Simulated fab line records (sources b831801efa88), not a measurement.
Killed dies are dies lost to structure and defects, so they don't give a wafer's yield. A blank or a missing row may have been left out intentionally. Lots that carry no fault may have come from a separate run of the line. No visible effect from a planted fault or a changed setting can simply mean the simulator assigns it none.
Which tool is to blame? -- flow sky130 -- 11 lots, 33 wafers sampled, at 2 steps of a route of 708

WHAT THE GAUGES READ, wafer by wafer
SKY_CONTACT_THK_MEAS_01.
lot,measured,on,CONTACT_CVD_00_THK (nm)
L615,day 30 16:40,film metro-01,73.7 75.5 75.4
L621,day 32 15:52,film metro-02,0.0 0.0 0.0
L622,day 32 22:20,film metro-02,0.0 0.0 0.0
L623,day 32 23:52,film metro-02,0.0 0.0 0.0
L626,day 33 22:27,film metro-01,76.2 75.7 76.4
L627,day 34 10:53,film metro-02,73.5 75.0 74.5
L628,day 34 17:29,film metro-01,75.7 75.1 74.4
L629,day 34 23:59,film metro-03,75.0 74.4 76.0
L630,day 35 04:20,film metro-01,73.5 74.5 74.8
L637,day 37 10:09,film metro-01,74.5 75.6 75.4
L638,day 37 17:53,film metro-03,73.3 75.0 74.4

TOOL THAT RAN EACH LOT (tool first, then ch and the chambers of the sampled wafers, then the start)
lot,SKY_CONTACT_CVD_00
L615,"pecvd-02 ch 0,2, day 30 16:37"
L621,"pecvd-02 ch 1, day 32 15:49"
L622,"pecvd-02 ch 0,1, day 32 22:17"
L623,"pecvd-04 ch 0,1,2, day 32 23:49"
L626,"pecvd-03 ch 1,2, day 33 22:25"
L627,"pecvd-03 ch 0,2, day 34 10:51"
L628,"pecvd-04 ch 0,1,2, day 34 17:25"
L629,"pecvd-03 ch 1,2, day 34 23:57"
L630,"pecvd-02 ch 0,1, day 35 04:17"
L637,"pecvd-04 ch 0,2, day 37 10:05"
L638,"pecvd-02 ch 0,1, day 37 17:50"
- SKY_CONTACT_CVD_00: deposits Si3N4, target thk 75 nm.

THE ANSWER, worked out from the rows above alone
Rule: what is usual is taken from the lots themselves. Put in order of their means at a reading, lots are off if they are a third of the lots or fewer, leave a main group of 4 or more, and stand apart from it by a gap of 3 or more times the standard deviation of the main group's means; of several such gaps the widest counts. Not used: any main group whose means are identical at the precision the tables above print for the reading. A lot without any number at a reading at which 4 lots or more have one is off too. Where the step has rows for the other lots, those lots are counted as sound.
Off: L621, L622, L623, at SKY_CONTACT_THK_MEAS_01 (CONTACT_CVD_00_THK). The main group has a mean of 74.9 nm with a standard deviation of 0.59.
A tool fits if, at a process step before that reading, it ran every lot that is off, and no sound lot after the first of them. The gauges at SKY_CONTACT_THK_MEAS_01 are tried like those tools. Not one of the candidates tried fits.

WHAT WAS PUT IN BY THE SIMULATOR
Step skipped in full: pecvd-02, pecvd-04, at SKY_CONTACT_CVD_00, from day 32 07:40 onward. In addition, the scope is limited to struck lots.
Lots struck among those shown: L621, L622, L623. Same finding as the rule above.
